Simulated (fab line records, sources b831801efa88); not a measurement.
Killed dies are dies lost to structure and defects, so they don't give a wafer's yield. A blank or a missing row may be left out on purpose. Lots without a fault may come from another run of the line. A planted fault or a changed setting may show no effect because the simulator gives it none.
A struck lot beside a sound one | flow sky130 | 44 steps out of a route of 708
Sound: wafers L201.1, L201.2, L201.6. Struck: wafer L206.4. (L206.3, L206.6 of the same lot were not struck and are left out.) The cause comes at the end.
At each step with rows: each side's tool, then ch and its chambers, then its first start. Under that, the readings that differ: sound wafers | struck wafers | difference of the means | sigmas: that difference in standard deviations of wafers without a fault.
alike: readings whose means differ by less than 2 such deviations, and words and numbers that are the same on both sides. not compared: withheld readings, readings that some wafer has no value for, bounds like >300 that may hide the same value, and numbers for which the record gives no deviation and whose values overlap.
The two part at a step that has a row with sigmas, a row that says differs or no value, or rows on one side only. Numbers that don't overlap but have no deviation are shown without sigmas and don't part them. A reading that every wafer of one side lacks parts them only if that side has two wafers or more.

SKY_VIA2_SPUTTER_20: material TiN, target thk 20 nm, time 80 s.
  sound on pvd_sputter-03, day 38 07:17; struck on pvd_sputter-01, day 39 23:36
  reading                | sound          | struck | difference | sigmas
  throttle_valve_pct (%) | 28.1 28.0 28.3 | 31.7   | +3.6       | +3
  alike: chamber_pressure_pa
then, 1 step without rows for these wafers: SKY_VIA2_CVD_21 (deposits W, target thk 420 nm, time 126.4 s).
SKY_VIA2_RS_MEAS_22: measures by four-point-probe.
  sound on film_metro-04, day 38 07:28; struck on film_metro-01, day 39 23:50
  alike: VIA2_W_RS
SKY_VIA2_THK_MEAS_23: measures by xrf.
  sound on film_metro-04, day 38 07:35; struck on film_metro-01, day 39 23:56
  alike: VIA2_W_THK
SKY_VIA2_CMP_24: polishes, stops on SiO2, t overpolish 20 s, target thk 0 nm.
  sound on cmp-01 ch 0,3, day 38 07:42; struck on cmp-02 ch 2, day 40 00:02
  alike: motor_current_A, overpolish_run_s, time_to_endpoint_s
SKY_METAL3_SPUTTER_00: material Ti, target thk 15 nm, time 10 s.
  sound on pvd_sputter-04, day 38 07:57; struck on pvd_sputter-01, day 40 00:17
  alike: chamber_pressure_pa, throttle_valve_pct
then, 1 step without rows for these wafers: SKY_METAL3_SPUTTER_01 (material TiN, target thk 20 nm, time 16.7 s).
SKY_METAL3_SPUTTER_02: material AlCu, target thk 735 nm, time 39.1 s.
  sound on pvd_sputter-04, day 38 08:00; struck on pvd_sputter-01, day 40 00:19
  alike: chamber_pressure_pa, throttle_valve_pct
then, 3 steps without rows for these wafers: SKY_METAL3_SPUTTER_03 (material Ti, target thk 5 nm, time 3.3 s); SKY_METAL3_SPUTTER_04 (material TiN, target thk 70 nm, time 58.3 s); SKY_CAPM_CVD_00 (deposits SiO2, target thk 15.5 nm).
SKY_CAPM_THK_MEAS_01:
  sound on film_metro-01, day 38 08:08; struck on film_metro-04, day 40 00:28
  alike: CAPM_CVD_00_THK
SKY_CAPM_SPUTTER_02: material TiN, target thk 200 nm, time 166.7 s.
  sound on pvd_sputter-01, day 38 08:12; struck on pvd_sputter-02, day 40 00:31
  reading                                  | sound             | struck | difference | sigmas
  model.TiN_of_CAPM_SPUTTER_02.thk_nm (nm) | 204.9 202.7 204.4 | 61.68  | -142.32    |
  alike: chamber_pressure_pa, throttle_valve_pct
SKY_CAPM_RS_MEAS_03: measures by four-point-probe.
  sound on film_metro-04, day 38 08:19; struck on film_metro-01, day 40 00:40
  reading              | sound          | struck | difference | sigmas
  CAPM_TIN_RS (ohm/sq) | 6.73 6.81 6.76 | 23.61  | +16.84     | +99 or more
SKY_CAPM_THK_MEAS_04: measures by xrf.
  sound on film_metro-04, day 38 08:26; struck on film_metro-01, day 40 00:46
  reading           | sound       | struck | difference | sigmas
  CAPM_TIN_THK (nm) | 204 202 205 | 62     | -142       | -46
then, 7 steps without rows for these wafers: SKY_CAPM_DEHYDRATE_05 (time 60 s); SKY_CAPM_HMDS_06 (prime time 60 s); SKY_CAPM_COAT_07 (resist thk 1140 nm); SKY_CAPM_SOFTBAKE_08 (time 60 s); SKY_CAPM_EXPOSE_09 (exposes mask CAPM, target cd 1000 nm); SKY_CAPM_PEB_10; SKY_CAPM_DEVELOP_11 (develop time 60 s).
SKY_CAPM_OVL_MEAS_12:
  sound on overlay-02, day 39 09:06; struck on overlay-02, day 41 01:52
  alike: CAPM_OVL
SKY_CAPM_METAL_ETCH_13: etches TiN in Cl2/BCl3, stops on SiO2, target depth 220 nm, time 62.9 s.
  sound on rie_metal-02 ch 0,1, day 39 09:08; struck on rie_metal-02 ch 1, day 41 01:55
  reading                | sound                | struck | difference | sigmas
  oes_product_au (a.u.)  | 0.959 0.947 0.955    | 0.544  | -0.410     | -44
  throttle_valve_pct (%) | 21.894 21.900 21.901 | 22.139 | +0.241     | +24
  alike: drypump_motor_current_A
  not compared: rf_hours_counter_h
then, 12 steps without rows for these wafers: SKY_CAPM_STRIP_14 (strips in O2/N2); SKY_CAPM_STRIP_15 (strips in post etch residue remover, time 1200 s); SKY_CAPM_CLEAN_16 (cleans in IPA, time 180 s); SKY_CAPM_CLEAN_17 (cleans in O3/DIW); SKY_METAL3_DEHYDRATE_05 (time 60 s); SKY_METAL3_HMDS_06 (prime time 60 s); SKY_METAL3_COAT_07 (resist thk 60 nm); SKY_METAL3_COAT_08 (resist thk 1140 nm); SKY_METAL3_SOFTBAKE_09 (time 90 s); SKY_METAL3_EXPOSE_10 (exposes mask MM3, target cd 300 nm); SKY_METAL3_PEB_11; SKY_METAL3_DEVELOP_12 (develop time 60 s).
SKY_METAL3_CD_MEAS_13: target cd 300 nm.
  sound on cd_sem-01, day 40 10:10; struck on cd_sem-01, day 42 03:10
  alike: cd_nm
SKY_METAL3_OVL_MEAS_14:
  sound on overlay-01, day 40 10:17; struck on overlay-02, day 42 03:16
  alike: METAL3_OVL
SKY_METAL3_DESCUM_15: chemistry O2, time 8 s.
  sound on rie_metal-03 ch 0,1, day 40 10:19; struck on rie_metal-03 ch 0, day 42 03:18
  alike: drypump_motor_current_A, oes_product_au
  not compared: rf_hours_counter_h
then, 3 steps without rows for these wafers: SKY_METAL3_ETCH_16 (etches BARC in N2/H2, stops on SiO2, time 88.2 s, target depth 60 nm); SKY_METAL3_ETCH_17 (etches SiO2 in C4F8/O2/Ar, stops on TiN, time 3.9 s, target depth 15 nm); SKY_METAL3_METAL_ETCH_18 (etches the open film in Cl2/BCl3, stops on SiO2, target depth 845 nm, time 183.1 s).
SKY_METAL3_STRIP_20: strips in post etch residue remover, time 1200 s.
  sound on wet_bench-01 ch 3, day 40 10:45; struck on wet_bench-02 ch 3, day 42 03:50
  reading                                  | sound           | struck | difference | sigmas
  model.TiN_of_CAPM_SPUTTER_02.thk_nm (nm) | 204 201.8 203.5 | 60.83  | -142.27    |
-- the record jumps here: 7 days lie between the struck wafers' starts before and after (it left off in module METAL3 and takes up again in module PAD_OPEN, whose first step shown is number 708 of the route) --
SKY_PAD_OPEN_PROBE_99:
  sound on prober-01, day 47 15:36; struck on prober-01, day 49 01:17
  reading                              | sound                | struck | difference | sigmas
  defect_limited_yield (%)             | 82.7 81.5 81.3       | 87.0   | +5.2       | +3
  killed_at_contacts                   | 25 30 29             | 18     | -10        | -2
  killed_dies                          | 85 91 92             | 64     | -25        | -3
  killed_open                          | 57 43 60             | 31     | -22        | -4
  sort_bin_6_memory (%)                | 8.3 6.5 7.7          | 4.5    | -3.0       | -3
  sort_n_pass                          | 407 401 400          | 428    | +25        | +3
  sort_yield_pct (%)                   | 82.7 81.5 81.3       | 87.0   | +5.2       | +3
  model.etest.cap_mim.plate_ohm_sq     | 5.833 5.933 5.863    | 19.62  | +13.74     |
  model.etest.cap_mim.bv_v (V)         | 13.81 13.87 14.12    | 9.968  | -3.965     |
  model.etest.cap_mim.leak_log10_a_cm2 | -8.688 -8.994 -8.896 | -7.061 | +1.798     |
  alike: killed_at_M0_to_M3, killed_at_M4_up, killed_at_front_end, killed_at_other, killed_short, sort_bin_3_pad_short, sort_bin_5_function

WHERE THEY PART
First at SKY_VIA2_SPUTTER_20; last, within this record, at SKY_PAD_OPEN_PROBE_99.

WHY: what the simulator had put in
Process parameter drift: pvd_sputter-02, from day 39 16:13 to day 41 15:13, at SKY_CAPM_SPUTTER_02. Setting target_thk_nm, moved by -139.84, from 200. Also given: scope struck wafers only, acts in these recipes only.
